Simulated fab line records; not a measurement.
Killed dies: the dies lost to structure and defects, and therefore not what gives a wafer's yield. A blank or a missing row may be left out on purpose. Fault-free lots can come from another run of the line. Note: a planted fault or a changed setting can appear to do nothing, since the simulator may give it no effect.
The same fault as seen by 2 desks | flow gf180mcu | every desk sees just its own numbers, and what lay behind them comes last

== THE TOOL OWNER'S DESK: rie-metal-03 ==
The tool's own readings at GF_MIM_METAL_ETCH_19 (etches the open film in Cl2/BCl3, stops on Si3N4, target depth 324.5 nm, time 54.1 s): means of the sampled wafers that have a number, for each lot that ran on this tool. The brackets show how far a lot's mean lies from the usual mean; more than 4 standard deviations puts the lot out of limits, marked OUT.
Columns: A = bias-w at GF_MIM_METAL_ETCH_19, usual 140.0 W; B = drypump-motor-current-A at GF_MIM_METAL_ETCH_19, usual 6.0 A; C = he-backside-leak-sccm at GF_MIM_METAL_ETCH_19, usual 3.33 sccm; D = mfc-cl2-sccm at GF_MIM_METAL_ETCH_19, usual 80.02 sccm; E = oes-product-au at GF_MIM_METAL_ETCH_19, usual 0.936 a.u.; F = throttle-valve-pct at GF_MIM_METAL_ETCH_19, usual 28.289 %
lot  | first seen here | A     | B   | C    | D     | E     | F
L475 | day 25 07:55    | 139.9 | 6.2 | 3.37 | 79.86 | 0.936 | 28.278
L484 | day 28 07:55    | 140.3 | 6.4 | 3.22 | 79.79 | 0.932 | 28.289
L485 | day 28 14:29    | 140.2 | 6.4 | 3.32 | 80.15 | 0.937 | 28.274
L491 | day 30 07:26    | 140.1 | 6.3 | 3.29 | 80.04 | 0.928 | 28.295
Finding of this desk: none of the 4 lots has anything out of limits.

== AT THE METROLOGY DESK ==
What the gauges read, lot by lot, whatever tool the lot ran on: means of the sampled wafers that have a number. The brackets show how far a lot's mean lies from the usual mean; more than 4 standard deviations puts the lot out of limits, marked OUT.
Columns: A = M5_OVL at GF_M5_OVL_MEAS_08, usual 2 nm
lot  | first seen here | A
L475 | day 26 06:08    | -2
L478 | day 27 04:06    | -1
L477 | day 27 06:29    | 4
L482 | day 28 12:14    | 3
L483 | day 28 15:42    | -3
L484 | day 29 04:08    | 6
L485 | day 29 10:31    | 4
L486 | day 29 16:01    | 7
L491 | day 31 02:10    | -2
L495 | day 32 07:34    | 6
L496 | day 32 16:28    | -1
L498 | day 32 20:54    | -2
Finding of this desk: none of the 12 lots has anything out of limits.

== TAKEN TOGETHER ==
The tool owner's desk saw nothing out of limits.
Nothing out of limits was seen by the metrology desk.

== WHAT HAD BEEN PUT IN BY THE SIMULATOR ==
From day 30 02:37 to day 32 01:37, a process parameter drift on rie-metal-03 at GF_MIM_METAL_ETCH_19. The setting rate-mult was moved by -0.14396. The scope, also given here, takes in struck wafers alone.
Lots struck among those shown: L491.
